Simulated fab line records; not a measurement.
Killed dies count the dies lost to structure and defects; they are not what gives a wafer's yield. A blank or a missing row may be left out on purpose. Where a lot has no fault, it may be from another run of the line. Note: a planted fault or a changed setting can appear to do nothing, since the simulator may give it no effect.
A struck lot beside a sound one || flow gf180mcu || 18 out of 602 route steps
Sound: these wafers, L657.3, L657.5, L657.6. Struck: wafer L678.6; the same lot's L678.5 was not struck, so it is left out; see the end for the cause.
Each step with rows lists, per side, the tool, then ch with its chambers, then its first start. Under that, the readings that differ: sound wafers || struck wafers || difference of the means || sigmas: that difference in standard deviations of wafers without a fault.
alike: readings whose means differ by less than 2 such deviations, and words and numbers that are the same on both sides. not compared: withheld readings, readings that some wafer has no value for, bounds like >300 that may hide the same value, and numbers for which the record gives no deviation and whose values overlap.
Wherever a step has rows on one side only, a row that says differs or no value, or a row with sigmas, the two part there. Non-overlapping numbers with no deviation appear without sigmas and do not part them. A reading that every wafer of one side lacks parts them only if that side has two wafers or more.

GF_M4_STRIP_17: strips in O2/N2.
  sound on plasma-asher-01 ch 0,1, day 24 03:51; struck on plasma-asher-02 ch 0, day 30 19:22
{"reading": "drypump-motor-current-A (A)", "sound": "5.4 5.4 5.8", "struck": 6.2, "difference": "+0.7", "sigmas": "+2"}
  alike: heater-power-w, oes-product-au, strip-time-to-endpoint-s
  not compared: rf-hours-counter-h
then, 3 steps without rows for these wafers: GF_M4_STRIP_18 (strips in post etch residue remover, time 1200 s); GF_M4_CLEAN_19 (cleans in DIW); GF_V4_CVD_00 (deposits SiO2, target thk 600 nm, time 100 s).
GF_V4_THK_MEAS_01:
  sound: film-metro-04 at day 24 04:31; struck: film-metro-04 at day 30 19:58
  alike: V4_CVD_00_THK
GF_V4_CVD_02: deposits SiO2 from TEOS, target thk 850 nm, time 94.851 s.
  sound on pecvd-04 ch 0,2, day 24 04:33; struck on pecvd-03 ch 2, day 30 20:02
  alike: heater-power-w
GF_V4_THK_MEAS_03:
  sound: film-metro-03 at day 24 04:38; struck: film-metro-03 at day 30 20:06
  alike: V4_CVD_02_THK
GF_V4_CMP_04: polishes SiO2.
  sound on cmp-01 ch 0,1, day 24 04:41; struck on cmp-02 ch 3, day 30 20:19
{"reading": "motor-current-A (A)", "sound": "11.3 11.6 12.4", "struck": 16.8, "difference": "+5.0", "sigmas": "+3"}
  alike: time-to-endpoint-s
GF_V4_BOW_MEAS_05:
  sound: film-metro-01 at day 24 05:01; struck: film-metro-01 at day 30 20:30
  alike: V4_BOW
then, 3 steps without rows for these wafers: GF_V4_DEHYDRATE_06 (time 60 s); GF_V4_HMDS_07 (prime time 60 s); GF_V4_COAT_08.
GF_V4_COAT_09: resist thk 1000 nm.
  sound on litho-track-03 ch 0, day 24 15:00; struck on litho-track-03 ch 0, day 31 05:00
{"reading": "model.KrF_of_V4_COAT_09.thk-nm (nm)", "sound": "1002 1003 1000", "struck": 1017, "difference": "+15", "sigmas": ""}
then, 3 steps without rows for these wafers: GF_V4_SOFTBAKE_10 (time 60 s); GF_V4_EXPOSE_11 (exposes mask Via4, target cd 260 nm); GF_V4_PEB_12 (peb time 90 s).
GF_V4_DEVELOP_13: develop time 60 s.
  sound on litho-track-01 ch 0, day 25 01:48; struck on litho-track-03 ch 0, day 31 13:53
{"reading": "model.KrF_of_V4_COAT_09.thk-nm (nm)", "sound": "986.9 987.7 985", "struck": 1002, "difference": "+15", "sigmas": ""}
GF_V4_CD_MEAS_14: the cd target is 260 nm.
  sound: cd-sem-02 at day 25 01:56; struck: cd-sem-01 at day 31 14:01
  alike: cd-nm

## WHERE THEY PART
At GF_M4_STRIP_17 first; at GF_V4_CMP_04 last (within this record only). Later steps at which nothing parts them and some readings are alike: GF_V4_BOW_MEAS_05, GF_V4_CD_MEAS_14.

WHY: the cause the simulator had injected
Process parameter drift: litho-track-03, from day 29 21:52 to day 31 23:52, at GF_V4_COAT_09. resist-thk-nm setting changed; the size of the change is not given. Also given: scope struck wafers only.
